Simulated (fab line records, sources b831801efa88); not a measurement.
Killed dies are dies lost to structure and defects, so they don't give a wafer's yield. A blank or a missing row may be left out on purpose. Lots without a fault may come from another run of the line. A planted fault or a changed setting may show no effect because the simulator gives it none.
Split-lot experiment | flow sky130 | 5 lots, 23 wafers read, on a route of 708 steps

THE SPLIT
At SKY_FIELD_ISO_WET_ETCH_30 (etches SiO2 in dHF, target depth 25 nm, time 50 s), the setting time_s was moved away from the recipe's 50 s on 15 of the 23 wafers read, by -11.1% to +8.3%. The other wafers ran this setting at the recipe's value.

The reading is taken at the split's own step.

THE READING
SiO2_of_FIELD_ISO_CVD_24.thk_nm (the simulator's own value, which no gauge read), in nm, at SKY_FIELD_ISO_WET_ETCH_30 (etches SiO2 in dHF, target depth 25 nm, time 50 s). The file gives no usual value for it. The 8 wafers here that ran the recipe average 405.2 nm, standard deviation 1.2 nm.

wafer  | tool, chamber at the split | time_s as run, s | against the recipe | SiO2_of_FIELD_ISO_CVD_24.thk_nm, nm | against lot-mates on the recipe
L076.2 | wet_bench-04, 3            | 50               | recipe             | 404.4                               | -
L076.3 | wet_bench-04, 3            | 50               | recipe             | 405                                 | -
L076.4 | wet_bench-04, 3            | 50               | recipe             | 403.5                               | -
L080.1 | -, -                       | 54.16            | +8.3%              | 403                                 | no lot-mate on the recipe
L080.2 | -, -                       | 54.16            | +8.3%              | 402.5                               | no lot-mate on the recipe
L080.3 | -, -                       | 54.16            | +8.3%              | 401.5                               | no lot-mate on the recipe
L080.4 | -, -                       | 54.16            | +8.3%              | 402.3                               | no lot-mate on the recipe
L080.6 | -, -                       | 54.16            | +8.3%              | 402.4                               | no lot-mate on the recipe
L081.1 | -, -                       | 46.07            | -7.9%              | 408.1                               | no lot-mate on the recipe
L081.2 | -, -                       | 46.07            | -7.9%              | 409.4                               | no lot-mate on the recipe
L081.3 | -, -                       | 46.07            | -7.9%              | 409.4                               | no lot-mate on the recipe
L081.4 | -, -                       | 46.07            | -7.9%              | 409.4                               | no lot-mate on the recipe
L081.5 | -, -                       | 46.07            | -7.9%              | 407.8                               | no lot-mate on the recipe
L082.1 | -, -                       | 44.46            | -11.1%             | 408.7                               | no lot-mate on the recipe
L082.2 | -, -                       | 44.46            | -11.1%             | 409.5                               | no lot-mate on the recipe
L082.3 | -, -                       | 44.46            | -11.1%             | 408.1                               | no lot-mate on the recipe
L082.4 | -, -                       | 44.46            | -11.1%             | 409.9                               | no lot-mate on the recipe
L082.6 | -, -                       | 44.46            | -11.1%             | 409.8                               | no lot-mate on the recipe
L083.2 | -, -                       | 50               | recipe             | 404.5                               | -
L083.3 | -, -                       | 50               | recipe             | 404.7                               | -
L083.4 | -, -                       | 50               | recipe             | 405.6                               | -
L083.5 | -, -                       | 50               | recipe             | 406.8                               | -
L083.6 | -, -                       | 50               | recipe             | 407.4                               | -

THE FIT
A straight line over all 23 wafers: SiO2_of_FIELD_ISO_CVD_24.thk_nm changes by -0.373 nm for each +1% of time_s; r = -0.94; the points scatter about the line by 0.97 nm.
Too few moved wafers have a lot-mate on the recipe to fit a line with each lot's own level taken away.

THE FILE'S OWN FIT
SiO2_of_FIELD_ISO_CVD_24.thk_nm changes by -0.371 nm for each +1% of time_s, r = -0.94.
